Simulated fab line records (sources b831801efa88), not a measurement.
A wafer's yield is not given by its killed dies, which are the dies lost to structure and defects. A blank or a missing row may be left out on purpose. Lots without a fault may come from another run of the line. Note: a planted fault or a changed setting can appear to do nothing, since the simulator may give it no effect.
Which tool is to blame?    flow gf180mcu    18 wafers from 6 lots sampled at 3 of the route's 602 steps

== WHAT THE GAUGES SHOWED, per wafer ==
GF_M2_CD_MEAS_14: target cd 280 nm.
lot   measured      on        cdNm (nm)
L718  day 19 22:10  cdSem-01  278.9 277.7 277.6
L722  day 21 14:26  cdSem-02  282.2 282.1 281.0
L726  day 22 23:41  cdSem-01  279.7 279.4 278.2
L728  day 23 16:49  cdSem-02  289.7 289.5 288.9
L737  day 26 11:40  cdSem-01  281.0 281.8 282.2
L739  day 27 04:32  cdSem-02  280.9 280.5 280.7

== EACH LOT AND THE TOOL THAT RAN IT (in order: tool; ch and the chambers of the sampled wafers; start) ==
lot   GF_V1_SPUTTER_21             GF_M2_SOFTBAKE_10
L718  pvdSputter-04, day 18 21:50  lithoTrack-01 ch 0, day 19 10:40
L722  pvdSputter-03, day 20 13:46  lithoTrack-03 ch 0, day 21 02:31
L726  pvdSputter-04, day 21 23:46  lithoTrack-01 ch 0, day 22 12:40
L728  pvdSputter-02, day 22 17:20  lithoTrack-01 ch 0, day 23 05:32
L737  pvdSputter-02, day 25 14:34  lithoTrack-02 ch 0, day 26 01:20
L739  pvdSputter-02, day 26 07:11  lithoTrack-01 ch 0, day 26 18:10
- GF_V1_SPUTTER_21: material Ti, target thk 15 nm, time 80.02 s.
- GF_M2_SOFTBAKE_10: time 60 s.

== THE ANSWER, worked out from the rows above alone ==
Rule: the usual values come from the lots themselves. The widest of any qualifying gaps counts: lots, ordered by their means at a reading, are off when they make up no more than a third of the lots, leave a main group of 4 or more, and stand apart from it by 3 or more times the standard deviation of that group's means. If all means in a main group match to the digits the tables above print for the reading, that group is not used. A lot without any number at a reading at which 4 lots or more have one is off too. All remaining lots with rows at the step are treated as sound.
Off, at GF_M2_CD_MEAS_14 on cdNm: L728. The main group has a mean of 280.3 nm with a standard deviation of 1.5.
If a tool, at a process step before that reading, ran all the lots that are off and no sound lot after the first of them, it fits. The gauges at GF_M2_CD_MEAS_14 are tried like those tools. Of those tried, none fits.

== WHAT WAS PUT IN BY THE SIMULATOR ==
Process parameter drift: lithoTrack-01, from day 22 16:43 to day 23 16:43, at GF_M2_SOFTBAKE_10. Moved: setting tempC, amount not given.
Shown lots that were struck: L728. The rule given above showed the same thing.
